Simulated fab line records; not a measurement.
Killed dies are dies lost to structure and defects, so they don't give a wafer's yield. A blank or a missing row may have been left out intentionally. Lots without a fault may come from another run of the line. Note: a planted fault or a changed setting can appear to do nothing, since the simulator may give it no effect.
fab line records	flow sky130
record: lots: 12	wafers: 36	last-day: 50
route steps=708 shown SD_N@349 SD_P@359 RES_XHIGH@360 PAD_OPEN@708
lots that met no fault: taken from a fault-free run of the same line
start-h: start of the lot's first displayed wafer, in hours after the record's first day	wait-h: hours elapsed since this lot's preceding step	" identical to the entry in the row above	L1.1+2: a row that stands for several wafers	- value missing, or start not given	* or withheld: withheld	< > ~ a bound
route shown NAME@n: a module of which the file shows steps, and the number in the route of the first	usual: mean/standard deviation of fault-free wafers	same: alike in all rows	chamber/n: place in a boat	sites: the reading at each site	_std_site: how widely they spread, as a standard deviation	_edge_site: outer sites' mean less inner sites'	radius-mm: for every site, how far away it sits from the centre of the wafer	mask NAME#n: copy n	behind: the tool/chamber that last shaped the wafer	hold: why the lot was held/for how many hours/how that ended	device: whichever transistor did not switch (one of n, p or np)	end of line: at the end of the route, the tests of the same wafers	a step given without rows: its recipe and nothing more	killed: dies lost to structure and defects at the first sort, not the wafer's yield	map: per-die view of a wafer (x killed, . not killed, _ where there is no die)
set.NAME: the setting that was run; set.NAME@STEP: the one run at that earlier step	model.NAME: the simulator's own value behind a step, which no gauge read
steps of the route over a sample of lots; a table a step, a row a wafer
services: the hour from which a tool's chamber was out of use, counted from the record's first day as start-h (under 0 if before that day), plus the number of hours and why
== steps ==
step: SKY_SD_N_CD_MEAS_07
recipe: target-cd-nm: 380
usual: cd-nm: 379.7/2.2
lot.wafer	tool	chamber	start-h	wait-h	cd-nm
L686.2	cd-sem-02	-	654.04	0.1	379.9
L686.3	"	-	"	"	379.8
L686.6	"	-	"	"	378.2
L687.1	cd-sem-01	-	686.42	0.1	378.4
L687.3	"	-	"	"	379.0
L687.6	"	-	"	"	380.9
L688.2	cd-sem-01	-	689.86	0.1	381.5
L688.4	"	-	"	"	383.2
L688.5	"	-	"	"	382.0
L693.1	cd-sem-01	-	709.04	0.1	382.8
L693.5	"	-	"	"	383.4
L693.6	"	-	"	"	381.7
L696.4	cd-sem-01	-	730.68	0.1	374.2
L696.5	"	-	"	"	374.9
L696.6	"	-	"	"	374.1
L697.1	cd-sem-02	-	743.96	0.1	380.5
L697.3	"	-	"	"	380.5
L697.4	"	-	"	"	381.0
L700.2	cd-sem-02	-	777.73	0.1	377.3
L700.3	"	-	"	"	376.7
L700.4	"	-	"	"	378.5
L698.1	cd-sem-01	-	778.01	0.1	384.2
L698.3	"	-	"	"	381.4
L698.4	"	-	"	"	382.8
L699.3	cd-sem-02	-	779.86	0.1	378.4
L699.4	"	-	"	"	378.6
L699.5	"	-	"	"	377.6
L704.3	cd-sem-01	-	791.01	0.1	376.9
L704.4	"	-	"	"	376.4
L704.5	"	-	"	"	376.2
L706.2	cd-sem-01	-	809.88	0.1	381.5
L706.3	"	-	"	"	381.5
L706.6	"	-	"	"	381.6
L708.1	cd-sem-02	-	820.36	0.1	380.2
L708.3	"	-	"	"	379.9
L708.4	"	-	"	"	380.0
step: SKY_SD_N_OVL_MEAS_08
usual: SD_N_OVL: -0.1/1.3
lot.wafer	tool	chamber	start-h	wait-h	SD_N_OVL[nm]
L686.2	overlay-01	-	654.14	0.1	-2.5
L686.3	"	-	"	"	-3.7
L686.6	"	-	"	"	-3.3
L687.1	overlay-02	-	686.54	0.1	0.2
L687.3	"	-	"	"	1.1
L687.6	"	-	"	"	-1.2
L688.2	overlay-01	-	689.97	0.1	0.9
L688.4	"	-	"	"	1.3
L688.5	"	-	"	"	2.5
L693.1	overlay-02	-	709.16	0.1	0.7
L693.5	"	-	"	"	1.4
L693.6	"	-	"	"	0.0
L696.4	overlay-01	-	730.76	0.1	-0.5
L696.5	"	-	"	"	0.0
L696.6	"	-	"	"	0.0
L697.1	overlay-01	-	744.08	0.1	-1.3
L697.3	"	-	"	"	-1.7
L697.4	"	-	"	"	-1.9
L700.2	overlay-01	-	777.84	0.1	0.6
L700.3	"	-	"	"	0.3
L700.4	"	-	"	"	0.2
L698.1	overlay-02	-	778.13	0.1	0.6
L698.3	"	-	"	"	0.5
L698.4	"	-	"	"	1.0
L699.3	overlay-02	-	779.95	0.1	1.1
L699.4	"	-	"	"	1.6
L699.5	"	-	"	"	-0.7
L704.3	overlay-01	-	791.10	0.1	-0.2
L704.4	"	-	"	"	-1.1
L704.5	"	-	"	"	0.4
L706.2	overlay-01	-	809.99	0.1	-2.0
L706.3	"	-	"	"	-2.5
L706.6	"	-	"	"	-2.5
L708.1	overlay-01	-	820.48	0.1	-0.3
L708.3	"	-	"	"	1.1
L708.4	"	-	"	"	0.8
step: SKY_SD_N_RTA_14
recipe: temp-c: 1075	time-s: 2	idle-temp-c: 650	ramp-up-c-per-s: 150	ramp-down-c-per-s: 90	ambient: N2
usual: chamber-o2-ppm: 2.000/0.022	lamp-power-pct: 15.74/0.047	wafer_temp_C_max: 1078.1/1.4
lot.wafer	tool	chamber	start-h	wait-h	chamber-o2-ppm	lamp-power-pct	wafer_temp_C_max
L686.2	rtp-anneal-01	0	654.69	0.0	1.995	15.75	1078.9
L686.3	"	0	"	"	1.985	15.76	1077.5
L686.6	"	0	"	"	1.992	15.65	1078.7
L687.1	rtp-anneal-02	0	687.13	0.0	1.987	15.73	1076.1
L687.3	"	0	"	"	2.023	15.85	1078.3
L687.6	"	0	"	"	2.012	15.68	1079.0
L688.2	rtp-anneal-01	0	690.52	0.0	1.963	15.72	1076.8
L688.4	"	0	"	"	2.013	15.72	1077.7
L688.5	"	0	"	"	1.996	15.70	1079.4
L693.1	rtp-anneal-02	0	709.72	0.0	1.993	15.71	1075.9
L693.5	"	0	"	"	1.981	15.69	1077.7
L693.6	"	0	"	"	2.029	15.70	1079.1
L696.4	rtp-anneal-02	0	731.31	0.0	2.009	15.78	1079.8
L696.5	"	0	"	"	1.996	15.66	1077.3
L696.6	"	0	"	"	1.990	15.79	1076.4
L697.1	rtp-anneal-02	0	744.63	0.0	1.992	15.73	1078.4
L697.3	"	0	"	"	1.991	15.85	1078.0
L697.4	"	0	"	"	1.989	15.71	1079.7
L700.2	rtp-anneal-01	0	778.44	0.0	2.034	15.73	1077.6
L700.3	"	0	"	"	2.009	15.68	1076.6
L700.4	"	0	"	"	1.994	15.79	1076.3
L698.1	rtp-anneal-02	0	778.68	0.0	2.012	15.74	1077.1
L698.3	"	0	"	"	2.025	15.72	1077.8
L698.4	"	0	"	"	1.995	15.77	1077.7
L699.3	rtp-anneal-01	0	780.50	0.0	2.011	15.73	1076.3
L699.4	"	0	"	"	2.038	15.76	1081.7
L699.5	"	0	"	"	2.029	15.68	1078.0
L704.3	rtp-anneal-01	0	791.66	0.0	1.968	15.79	1076.5
L704.4	"	0	"	"	1.965	15.76	1077.7
L704.5	"	0	"	"	1.929	15.77	1077.5
L706.2	rtp-anneal-01	0	810.54	0.0	1.997	15.70	1077.2
L706.3	"	0	"	"	2.035	15.77	1077.7
L706.6	"	0	"	"	2.040	15.74	1077.2
L708.1	rtp-anneal-01	0	821.03	0.0	1.971	15.72	1080.2
L708.3	"	0	"	"	1.979	15.75	1075.8
L708.4	"	0	"	"	1.977	15.79	1078.5
step: SKY_SD_N_RS_MEAS_16
recipe: thk-meas-gauge: four-point-probe
usual: SD_N_RS: 68.45/0.12
lot.wafer	tool	chamber	start-h	wait-h	SD_N_RS[ohm/sq]
L686.2	film-metro-03	-	654.88	0.1	68.58
L686.3	"	-	"	"	68.50
L686.6	"	-	"	"	68.45
L687.1	film-metro-01	-	687.31	0.1	68.47
L687.3	"	-	"	"	68.39
L687.6	"	-	"	"	68.50
L688.2	film-metro-01	-	690.70	0.1	68.48
L688.4	"	-	"	"	68.61
L688.5	"	-	"	"	68.59
L693.1	film-metro-01	-	709.89	0.1	68.48
L693.5	"	-	"	"	68.43
L693.6	"	-	"	"	68.22
L696.4	film-metro-02	-	731.52	0.1	68.38
L696.5	"	-	"	"	68.48
L696.6	"	-	"	"	68.50
L697.1	film-metro-02	-	744.80	0.1	71.22
L697.3	"	-	"	"	71.18
L697.4	"	-	"	"	71.08
L700.2	film-metro-01	-	778.62	0.1	68.57
L700.3	"	-	"	"	68.49
L700.4	"	-	"	"	68.39
L698.1	film-metro-03	-	778.85	0.1	71.23
L698.3	"	-	"	"	71.33
L698.4	"	-	"	"	71.17
L699.3	film-metro-01	-	780.70	0.1	68.36
L699.4	"	-	"	"	68.39
L699.5	"	-	"	"	68.22
L704.3	film-metro-03	-	791.85	0.1	68.50
L704.4	"	-	"	"	68.35
L704.5	"	-	"	"	68.35
L706.2	film-metro-01	-	810.72	0.1	68.51
L706.3	"	-	"	"	68.41
L706.6	"	-	"	"	68.23
L708.1	film-metro-01	-	821.20	0.1	68.32
L708.3	"	-	"	"	68.22
L708.4	"	-	"	"	68.16
step: SKY_SD_N_RS_MEAS_17
recipe: thk-meas-gauge: four-point-probe
usual: SD_P_RS: 146.3/0.42
lot.wafer	tool	chamber	start-h	wait-h	SD_P_RS[ohm/sq]
L686.2	film-metro-03	-	655.00	0.1	146.7
L686.3	"	-	"	"	146.1
L686.6	"	-	"	"	146.5
L687.1	film-metro-01	-	687.43	0.1	146.5
L687.3	"	-	"	"	146.4
L687.6	"	-	"	"	146.7
L688.2	film-metro-01	-	690.82	0.1	146.6
L688.4	"	-	"	"	146.5
L688.5	"	-	"	"	146.6
L693.1	film-metro-01	-	710.01	0.1	145.5
L693.5	"	-	"	"	145.8
L693.6	"	-	"	"	145.3
L696.4	film-metro-02	-	731.64	0.1	145.9
L696.5	"	-	"	"	146.2
L696.6	"	-	"	"	146.3
L697.1	film-metro-02	-	744.92	0.1	161.4
L697.3	"	-	"	"	161.2
L697.4	"	-	"	"	161.4
L700.2	film-metro-01	-	778.74	0.1	146.4
L700.3	"	-	"	"	145.5
L700.4	"	-	"	"	146.3
L698.1	film-metro-03	-	778.97	0.1	162.2
L698.3	"	-	"	"	161.7
L698.4	"	-	"	"	161.5
L699.3	film-metro-01	-	780.82	0.1	146.7
L699.4	"	-	"	"	146.0
L699.5	"	-	"	"	146.2
L704.3	film-metro-03	-	791.97	0.1	146.2
L704.4	"	-	"	"	146.5
L704.5	"	-	"	"	146.0
L706.2	film-metro-01	-	810.84	0.1	146.4
L706.3	"	-	"	"	146.4
L706.6	"	-	"	"	145.9
L708.1	film-metro-01	-	821.32	0.1	145.9
L708.3	"	-	"	"	146.2
L708.4	"	-	"	"	145.7
step: SKY_SD_N_RS_MEAS_18
recipe: thk-meas-gauge: four-point-probe
usual: RES_XHIGH_RS: 333.3/1.3
lot.wafer	tool	chamber	start-h	wait-h	RES_XHIGH_RS[ohm/sq]
L686.2	film-metro-03	-	655.12	0.1	333.2
L686.3	"	-	"	"	334.2
L686.6	"	-	"	"	333.0
L687.1	film-metro-01	-	687.55	0.1	333.3
L687.3	"	-	"	"	333.6
L687.6	"	-	"	"	333.9
L688.2	film-metro-01	-	690.94	0.1	332.9
L688.4	"	-	"	"	333.6
L688.5	"	-	"	"	332.2
L693.1	film-metro-01	-	710.13	0.1	333.4
L693.5	"	-	"	"	332.4
L693.6	"	-	"	"	332.2
L696.4	film-metro-02	-	731.76	0.1	332.7
L696.5	"	-	"	"	334.2
L696.6	"	-	"	"	331.9
L697.1	film-metro-02	-	745.04	0.1	334.5
L697.3	"	-	"	"	334.3
L697.4	"	-	"	"	334.4
L700.2	film-metro-01	-	778.86	0.1	334.1
L700.3	"	-	"	"	333.5
L700.4	"	-	"	"	335.7
L698.1	film-metro-03	-	779.09	0.1	332.5
L698.3	"	-	"	"	330.4
L698.4	"	-	"	"	330.7
L699.3	film-metro-01	-	780.94	0.1	334.9
L699.4	"	-	"	"	335.8
L699.5	"	-	"	"	333.2
L704.3	film-metro-03	-	792.09	0.1	336.2
L704.4	"	-	"	"	336.8
L704.5	"	-	"	"	334.3
L706.2	film-metro-01	-	810.96	0.1	332.5
L706.3	"	-	"	"	333.5
L706.6	"	-	"	"	332.7
L708.1	film-metro-01	-	821.44	0.1	331.9
L708.3	"	-	"	"	332.1
L708.4	"	-	"	"	332.5
step: SKY_PAD_OPEN_PROBE_99
usual: killed_at_M0_to_M3: 43/7.7	killed_at_M4_up: 3.0/1.7	killed-at-contacts: 24/5.2	killed-at-front-end: 15/4.5	killed-at-other: 0.3/0.5	killed-dies: 85/9.5	killed-on-rim: 17/4	killed-open: 47/6.6	killed-short: 38/6.6
same: gross-dies: 492	killed-at-back-side: 0
lot.wafer	tool	chamber	start-h	wait-h	killed_at_M0_to_M3	killed_at_M4_up	killed-at-contacts	killed-at-front-end	killed-at-other	killed-dies	killed-on-rim	killed-open	killed-short
L698.1	prober-02	-	1172.03	0.1	48	4	19	13	0	84	20	54	30
L698.3	prober-02	-	1172.13	0.2	51	1	19	18	0	89	17	44	45
L698.4	prober-02	-	1172.18	0.2	46	2	22	16	0	86	20	45	41
L704.3	prober-01	-	1176.39	0.2	36	3	18	17	0	74	12	34	40
L704.4	prober-01	-	1176.44	0.2	49	4	25	15	0	93	16	51	42
L704.5	prober-01	-	1176.49	0.2	39	1	22	19	0	81	15	47	34
killed by level:class
L698.1 VIA1:geometric-particle:open=17 VIA3:geometric-particle:open=8 CONTACT:geometric-particle:open=6 VIA2:geometric-particle:open=6 POLY_GATE:geometric-particle:open=5 LI_CONTACT:geometric-particle:open=5 POLY_GATE:geometric-particle:short=4 METAL1:geometric-particle:short=4
L698.3 VIA1:geometric-particle:open=10 VIA1:geometric-particle:short=10 METAL1:geometric-particle:short=8 LI_CONTACT:geometric-particle:open=6 POLY_GATE:geometric-particle:open=5 CONTACT:geometric-particle:short=5 VIA2:geometric-particle:open=5 CONTACT:geometric-particle:open=4
L698.4 VIA1:geometric-particle:open=10 CONTACT:geometric-particle:open=8 POLY_GATE:geometric-particle:open=6 VIA2:geometric-particle:short=5 CONTACT:geometric-particle:short=5 LI_CONTACT:geometric-particle:open=5 METAL1:geometric-particle:short=5 VIA2:geometric-particle:open=5
L704.3 CONTACT:geometric-particle:open=9 VIA1:geometric-particle:open=8 LOCAL_INTERCONNECT:geometric-particle:short=7 METAL1:geometric-particle:short=7 FIELD_ISO:geometric-particle:open=5 VIA2:geometric-particle:open=5 POLY_GATE:geometric-particle:short=4 METAL2:geometric-particle:short=4
L704.4 VIA1:geometric-particle:open=14 CONTACT:geometric-particle:open=9 POLY_GATE:geometric-particle:short=6 VIA2:geometric-particle:open=6 POLY_GATE:geometric-particle:open=5 LI_CONTACT:geometric-particle:open=5 LOCAL_INTERCONNECT:geometric-particle:short=5 METAL1:geometric-particle:short=5
L704.5 CONTACT:geometric-particle:open=9 VIA1:geometric-particle:open=9 POLY_GATE:geometric-particle:open=7 VIA2:geometric-particle:open=6 LI_CONTACT:geometric-particle:open=5 METAL2:geometric-particle:short=5 VIA3:geometric-particle:open=5 CONTACT:geometric-particle:short=4
== services ==
tool	chamber	start-h	hours	kind
rtp-anneal-01	-	744.42	4.2	pm
rtp-anneal-02	-	801.95	2.8	pm
== key ==
first-sign: step: SKY_SD_N_RS_MEAS_16	reading: SD_N_RS	direction: up	sigmas: 23	usual: 68.45	struck: 71.20
effect: step: SKY_SD_N_RS_MEAS_17	reading: SD_P_RS	direction: up	sigmas: 36	usual: 146.3	struck: 161.6
met-at SKY_SD_N_RTA_14
struck-lots L697,L698
tester-left-out L697,L698
not-acting-at SKY_SD_N_CD_MEAS_07,SKY_SD_N_OVL_MEAS_08,SKY_SD_N_RS_MEAS_18
onset-between 731.31 744.63
fault: kind: process-parameter-drift	tool: rtp-anneal-02	chamber: -	onset-h: 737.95	steps: SKY_SD_N_RTA_14	channel: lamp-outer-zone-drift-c	offset: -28	shape: step	end-h: 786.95
tester-left-out: of these lots the tester's yield and bins aren't shown, on N5 and GAA mostly nor the transistor test; their killed dies are dies lost to structure and defects alone, not to doping, threshold or leakage, so they don't give the yield
